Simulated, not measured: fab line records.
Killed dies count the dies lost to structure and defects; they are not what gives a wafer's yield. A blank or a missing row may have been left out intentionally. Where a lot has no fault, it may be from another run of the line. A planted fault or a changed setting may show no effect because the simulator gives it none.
2 desks looking at one fault -- flow sky130 -- each desk holds nothing but its own numbers, with what lay behind them at the end

## FROM THE METROLOGY DESK
What the gauges read for every lot (on any tool): the sampled wafers with a number, averaged. A lot is out of limits, marked OUT, if its mean lies more than 4 standard deviations from the usual mean; the brackets give that distance.
Columns: A = cd nm at SKY_SONOS_TUNNEL_CD_MEAS_07, usual 410.3 nm; B = LDD_HVN_TW at SKY_LDD_HVN_TW_MEAS_10, usual 1448
lot,first seen here,A,B
L198,day 11 07:31,410.7,1472
L199,day 12 11:56,408.2,1428
L201,day 12 12:56,413.6,1448
L202,day 12 18:11,408.1,1477
L204,day 13 01:58,411.4,1515 (+4.2) OUT
L205,day 13 19:46,407.7,1491
L213,day 16 06:05,409.1,1419
L214,day 16 17:04,406.4,1453
L215,day 17 02:36,409.7,1446
L217,day 17 17:46,410.8,1446
L218,day 18 11:19,406.8,1446
L219,day 19 12:28,409.1,1475
L221,day 20 02:40,412.7,1444
This desk's finding: out of limits on L204; first on L204, day 22 09:10 (LDD_HVN_TW at SKY_LDD_HVN_TW_MEAS_10). L198, L199, L201, L202, L205, L213, L214, L215, L217, L218, L219, L221 stayed within limits.

## DESK OF THE TOOL OWNER: implanter-01
The tool's own readings at SKY_LDD_HVN_IMPLANT_08, given as means over the sampled wafers that have a number, one for each lot that went through this tool. A lot is out of limits, marked OUT, if its mean lies more than 4 standard deviations from the usual mean; the brackets give that distance.
Columns: A = beam energy keV at SKY_LDD_HVN_IMPLANT_08, usual 60.004; B = beam on s at SKY_LDD_HVN_IMPLANT_08, usual 10.01 s; C = faraday current uA at SKY_LDD_HVN_IMPLANT_08, usual 169
lot,first seen here,A,B,C
L198,day 20 00:31,60.027,9.82,172
L199,day 21 10:25,60.004,10.01,169
L202,day 21 22:50,60.046,11.13 (+5.4) OUT,152 (-5.0) OUT
L204,day 22 08:56,60.014,11.00 (+4.7) OUT,154 (-4.3) OUT
L205,day 23 00:53,59.997,10.98 (+4.6) OUT,154 (-4.2) OUT
L217,day 27 07:56,59.973,9.92,171
L219,day 28 17:26,59.991,9.95,170
Finding of this desk: L202, L204, L205 out of limits; the first was L202 at day 21 22:50, on beam on s at SKY_LDD_HVN_IMPLANT_08. L198, L199, L217, L219 stayed within limits.

## TAKEN TOGETHER
An alarm could have come from the tool owner's desk at day 21 22:50, on L202, L204, L205.
The metrology desk could have raised an alarm at day 22 09:10, on L204.
The metrology desk has L202, L205 on record, within its limits.
Every lot named ran SKY_LDD_HVN_IMPLANT_08 on implanter-01.

## WHAT HAD BEEN PUT IN BY THE SIMULATOR
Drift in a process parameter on implanter-01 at SKY_LDD_HVN_IMPLANT_08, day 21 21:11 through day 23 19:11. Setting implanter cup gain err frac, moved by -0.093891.
Shown lots that were struck: L202, L204, L205.
Fault start to first reading out of limits, in hours, per desk: tool owner, 2; metrology, 12.
